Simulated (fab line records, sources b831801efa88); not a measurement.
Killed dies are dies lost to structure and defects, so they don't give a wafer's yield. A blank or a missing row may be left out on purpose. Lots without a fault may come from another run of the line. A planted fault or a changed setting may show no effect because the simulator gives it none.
Chamber matching | flow gf180mcu | GF_V5_CMP_04 on cmp-02: 4 sister chambers
The step polishes SiO2. 16 wafers are shown with their chamber, then 8 later ones without.

WAFERS WITH THEIR CHAMBER
wafer  | chamber | motor_current_A (A) | head_pressure_psi (psi)
L848.2 | 1       | 11.5                | 4.009
L848.3 | 2       | 11.5                | 3.991
L848.5 | 0       | 10.9                | 4.015
L849.1 | 2       | 10.9                | 3.995
L849.2 | 3       | 11.0                | 3.999
L849.4 | 0       | 11.3                | 3.991
L850.1 | 2       | 12.0                | 4.020
L850.3 | 0       | 10.9                | 4.000
L850.4 | 3       | 11.1                | 3.996
L855.1 | 3       | 11.3                | 4.000
L855.3 | 0       | 11.7                | 4.006
L855.4 | 1       | 11.0                | 4.004
L857.1 | 2       | 11.3                | 4.002
L857.2 | 1       | 11.3                | 3.989
L857.6 | 2       | 11.8                | 4.000
L862.1 | 2       | 10.6                | 3.995

SIGNATURES (means of the wafers above)
reading           | chamber 0 | chamber 1 | chamber 2 | chamber 3 | scatter within a chamber
motor_current_A   | 11.200    | 11.267    | 11.350    | 11.133    | 0.411
head_pressure_psi | 4.00300   | 4.00067   | 4.00050   | 3.99833   | 0.00942
Rule: a wafer's distance from a chamber is the root of the sum, over the readings, of the square of ((its reading less the chamber's mean) divided by the reading's scatter). The wafer belongs to the nearest chamber; if the next one is less than 2 further off, it can't be placed. The scatter: the root of (the sum of the squares of (reading less its chamber's mean) over the shown wafers, divided by (wafers less chambers)).

WAFERS WITHOUT THEIR CHAMBER
wafer  | motor_current_A (A) | head_pressure_psi (psi)
L862.2 | 11.2                | 4.008
L862.3 | 11.3                | 4.000
L863.2 | 10.9                | 3.991
L863.3 | 11.2                | 3.991
L863.6 | 11.6                | 3.995
L871.1 | 11.5                | 3.987
L871.3 | 11.6                | 4.002
L871.4 | 11.2                | 3.999

WHICH CHAMBER EACH WENT THROUGH
wafer  | from the rows above               | in truth
L862.2 | can't be placed: 0 or 1 or 2 or 3 | 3
L862.3 | can't be placed: 1 or 2 or 0 or 3 | 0
L863.2 | can't be placed: 3 or 1 or 0 or 2 | 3
L863.3 | can't be placed: 3 or 1 or 2 or 0 | 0
L863.6 | can't be placed: 2 or 1 or 3 or 0 | 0
L871.1 | can't be placed: 2 or 3 or 1 or 0 | 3
L871.3 | can't be placed: 2 or 1 or 0 or 3 | 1
L871.4 | can't be placed: 3 or 1 or 2 or 0 | 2
Placed correctly: 0 of 8. Can't be placed from these rows: 8 (the true chamber is among the candidates in 8). Placed wrongly: 0.
